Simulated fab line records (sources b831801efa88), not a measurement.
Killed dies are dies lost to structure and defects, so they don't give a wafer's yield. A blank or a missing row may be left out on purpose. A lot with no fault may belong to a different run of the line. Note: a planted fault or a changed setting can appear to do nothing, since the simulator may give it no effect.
Chamber matching + flow gf180mcu + pecvd-04 running GF_SAB_CVD_00: 3 sister chambers
The step deposits SiO2 from TEOS, target thk 50 nm, time 5.087 s. 3 wafers are shown with their chamber, then 7 later ones without.

## WAFERS, EACH WITH ITS CHAMBER
| wafer  | chamber | heater power outer w (W) |
|--------|---------|--------------------------|
| L081.1 | 2       | 469                      |
| L085.1 | 1       | 345                      |
| L085.2 | 0       | 429                      |

## WAFERS WHOSE CHAMBER IS MISSING
| wafer  | heater power outer w (W) |
|--------|--------------------------|
| L085.3 | 431                      |
| L087.2 | 299                      |
| L087.3 | 288                      |
| L087.5 | 447                      |
| L095.2 | 462                      |
| L095.4 | 319                      |
| L095.6 | 471                      |

## CHAMBER TAKEN BY EACH
| wafer  | from the rows above     | in truth |
|--------|-------------------------|----------|
| L085.3 | can't be placed: 0 or 2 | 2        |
| L087.2 | 1                       | 1        |
| L087.3 | 1                       | 1        |
| L087.5 | can't be placed: 0 or 2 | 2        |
| L095.2 | can't be placed: 2 or 0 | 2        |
| L095.4 | 1                       | 1        |
| L095.6 | can't be placed: 2 or 0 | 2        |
Correctly placed: 3 of 7. These rows do not allow placing 4 (true chamber among the candidates in 4). Wrongly placed: 0.
How it was worked out, from the rows above alone: a wafer's distance from a chamber is the root of the sum, over the readings, of the square of ((its reading less the chamber's mean) divided by the reading's scatter). If the next closest chamber is less than 2 further off than the closest, the wafer can't be placed; otherwise it belongs to the closest. The mean given for a chamber averages the wafers shown for that chamber. The scatter: root of mean squared gap, hidden wafer to nearest shown wafer, with one shown wafer a chamber.
